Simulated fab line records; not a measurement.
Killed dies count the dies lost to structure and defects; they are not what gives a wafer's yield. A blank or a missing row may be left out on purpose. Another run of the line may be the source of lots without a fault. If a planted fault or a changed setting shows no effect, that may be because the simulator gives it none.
Struck lot and sound lot, side by side -- flow sky130 -- 15 steps out of a route of 708
Sound: the wafers L399.2, L399.3, L399.5. Struck: wafer L408.5. (L408.2, L408.6 of the same lot were not struck and are left out.) The cause comes at the end.
Each step with rows lists, per side, the tool, then ch with its chambers, then its first start. Under that, the readings that differ: sound wafers -- struck wafers -- difference of the means -- sigmas: that difference in standard deviations of wafers without a fault.
alike: same words and numbers on both sides, and readings whose means sit less than 2 such deviations apart. not compared: any withheld reading, any reading some wafer has no value for, any bound like >300 that may hide the same value, and any number with overlapping values for which the record gives no deviation.
A row with sigmas, a row that says differs or no value, or rows on one side alone: a step with any of these is where the two part. Numbers that have no deviation but don't overlap get no sigmas and don't part them. A reading that every wafer of one side lacks parts them only if that side has two wafers or more.

SKY_CONTACT_ETCH_16: etches BARC in N2/H2, stops on SiO2, time 45.9 s, target depth 60 nm.
  sound on rieDiel-03 ch 1,3, day 32 04:16; struck on rieDiel-02 ch 3, day 35 10:04
  alike: biasW, drypumpMotorCurrentA, oesProductAu, throttleValvePct
  not compared: rfHoursCounterH
then, 1 step without rows for these wafers: SKY_CONTACT_ETCH_17 (etches SiO2 in C4F8/O2/Ar, stops on Si3N4, target depth 340 nm).
SKY_CONTACT_ETCH_18: etches Si3N4 in CHF3/O2, stops on TiN, time 39 s, target depth 75 nm.
  sound on rieDiel-03 ch 1,3; struck on rieDiel-02 ch 3
  alike: biasW, drypumpMotorCurrentA, oesProductAu, throttleValvePct
  not compared: rfHoursCounterH
SKY_CONTACT_STRIP_19: strips in O2/N2.
  sound on plasmaAsher-04 ch 0,1, day 32 04:24; struck on plasmaAsher-04 ch 1, day 35 10:11
  alike: drypumpMotorCurrentA, oesProductAu, stripTimeToEndpointS
  not compared: rfHoursCounterH
then, 4 steps without rows for these wafers: SKY_CONTACT_STRIP_20 (strips in post etch residue remover, time 1200 s); SKY_CONTACT_CLEAN_21 (cleans in IPA, time 180 s); SKY_CONTACT_CLEAN_22 (cleans in O3/DIW); SKY_CONTACT_SPUTTER_23 (material TiN, target thk 20 nm, time 80 s).
SKY_CONTACT_CVD_24: deposits W, target thk 340 nm, time 102.12 s.
  sound on cvdW-02 ch 0,1, day 32 05:03; struck on cvdW-02 ch 1, day 35 11:20
  alike: heaterPowerW
SKY_CONTACT_RS_MEAS_25: a four-point-probe measurement.
  sound on filmMetro-02 at day 32 05:11; struck on filmMetro-01 at day 35 11:28
  alike: CONTACT_W_RS
SKY_CONTACT_THK_MEAS_26: measures by xrf.
  sound on filmMetro-02 at day 32 05:17; struck on filmMetro-01 at day 35 11:35
  alike: CONTACT_W_THK
then, 1 step without rows for these wafers: SKY_CONTACT_CMP_27 (polishes, stops on SiO2, t overpolish 15 s, target thk 0 nm).
SKY_METAL1_SPUTTER_00: material Ti, target thk 15 nm, time 10 s.
  sound on pvdSputter-01 at day 32 05:38; struck on pvdSputter-03 at day 35 12:19
reading,sound,struck,difference,sigmas
model.Ti_of_METAL1_SPUTTER_00.thkNm (nm),14.55 14.55 14.52,4.941,-9.599,
  alike: throttleValvePct
SKY_METAL1_SPUTTER_01: material TiN, target thk 20 nm, time 16.7 s.
  sound on pvdSputter-01 at day 32 05:40; struck on pvdSputter-03 at day 35 12:20
  alike: throttleValvePct
-- the record jumps here: 13 days lie between the struck wafers' starts before and after (it left off in module METAL1 and takes up again in module PAD_OPEN, whose first step shown is number 708 of the route) --
SKY_PAD_OPEN_PROBE_99:
  sound on prober-02 at day 46 09:03; struck on prober-01 at day 48 21:32
reading,sound,struck,difference,sigmas
killedOpen,58 53 42,30,-21,-3
sort_bin_5_function (%),10.8 10.8 10.6,7.9,-2.8,-2
  alike: defectLimitedYield, killed_at_M0_to_M3, killed_at_M4_up, killedAtContacts, killedAtFrontEnd, killedAtOther, killedDies, killedShort, sort_bin_3_pad_short, sort_bin_6_memory, sortNPass, sortYieldPct

WHERE THEY PART
At SKY_PAD_OPEN_PROBE_99 and nowhere else, as far as this record goes.

WHY: whatever the simulator had introduced
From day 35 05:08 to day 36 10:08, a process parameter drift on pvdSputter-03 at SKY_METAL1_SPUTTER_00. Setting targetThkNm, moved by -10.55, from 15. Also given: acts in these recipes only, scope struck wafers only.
